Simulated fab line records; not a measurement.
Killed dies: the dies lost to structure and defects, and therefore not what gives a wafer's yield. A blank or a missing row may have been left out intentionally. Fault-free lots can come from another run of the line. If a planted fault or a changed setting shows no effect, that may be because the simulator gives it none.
A single fault, viewed from 2 desks    flow gf180mcu    numbers are kept per desk, each desk with only its own; the story behind them comes last

## AT THE METROLOGY DESK
What the gauges read for every lot (on any tool): the sampled wafers with a number, averaged. A lot is out of limits, marked OUT, if its mean lies more than 4 standard deviations from the usual mean; the brackets give that distance.
Columns: A = HV_LDD_3_TW at GF_HV_LDD_TW_MEAS_38, usual 1432; B = HV_LDD_RS at GF_HV_LDD_RS_MEAS_53, usual 418.3 ohm/sq
lot   first seen here  A     B
L709  day 11 06:27     1422  418.6
L711  day 12 16:26     1421  419.2
L713  day 13 00:06     1439  419.0
L714  day 13 06:18     1431  417.7
L715  day 13 12:36     1435  418.3
L716  day 14 00:39     1433  418.1
L717  day 14 16:44     1422  416.9
L719  day 14 19:14     1436  417.8
L721  day 15 09:21     1427  419.5
L727  day 17 21:50     1407  421.5
L729  day 18 09:16     1412  421.5
L732  day 18 22:56     1435  419.1
Result from this desk: across the 12 lots, nothing is out of limits.

## DESK OF THE TOOL OWNER: implanter-01
The tool's own readings at GF_HV_LDD_IMPLANT_33, given as means over the sampled wafers that have a number, one for each lot that went through this tool. A lot is out of limits, marked OUT, if its mean lies more than 4 standard deviations from the usual mean; the brackets give that distance.
Columns: A = beam on s at GF_HV_LDD_IMPLANT_33, usual 10.02 s; B = faraday current uA at GF_HV_LDD_IMPLANT_33, usual 42.2
lot   first seen here  A                B
L711  day 12 15:44     9.75             43.4
L713  day 12 23:24     9.83             42.9
L714  day 13 05:36     10.13            41.8
L717  day 14 16:03     10.05            42.1
L719  day 14 18:35     10.02            42.2
L727  day 17 21:08     8.34 (-8.4) OUT  50.6 (+10) OUT
L729  day 18 08:36     8.40 (-8.1) OUT  50.3 (+9.8) OUT
This desk finds L727, L729 out of limits, L727 being first, at day 17 21:08 (beam on s at GF_HV_LDD_IMPLANT_33). L711, L713, L714, L717, L719 stayed within limits.

## TAKEN TOGETHER
At day 17 21:08, on L727, L729, the tool owner's desk was in a position to raise an alarm.
Nothing out of limits was seen by the metrology desk.
The metrology desk holds a record of L727, L729, inside its limits.
On implanter-01, each named lot ran GF_HV_LDD_IMPLANT_33.

## WHAT WAS PUT IN BY THE SIMULATOR
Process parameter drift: implanter-01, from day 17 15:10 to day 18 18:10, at GF_HV_LDD_IMPLANT_33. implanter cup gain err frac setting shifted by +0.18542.
Lots struck among those shown: L727, L729.
Each desk's first reading out of limits, in hours after the fault started: the tool owner's desk, 6.
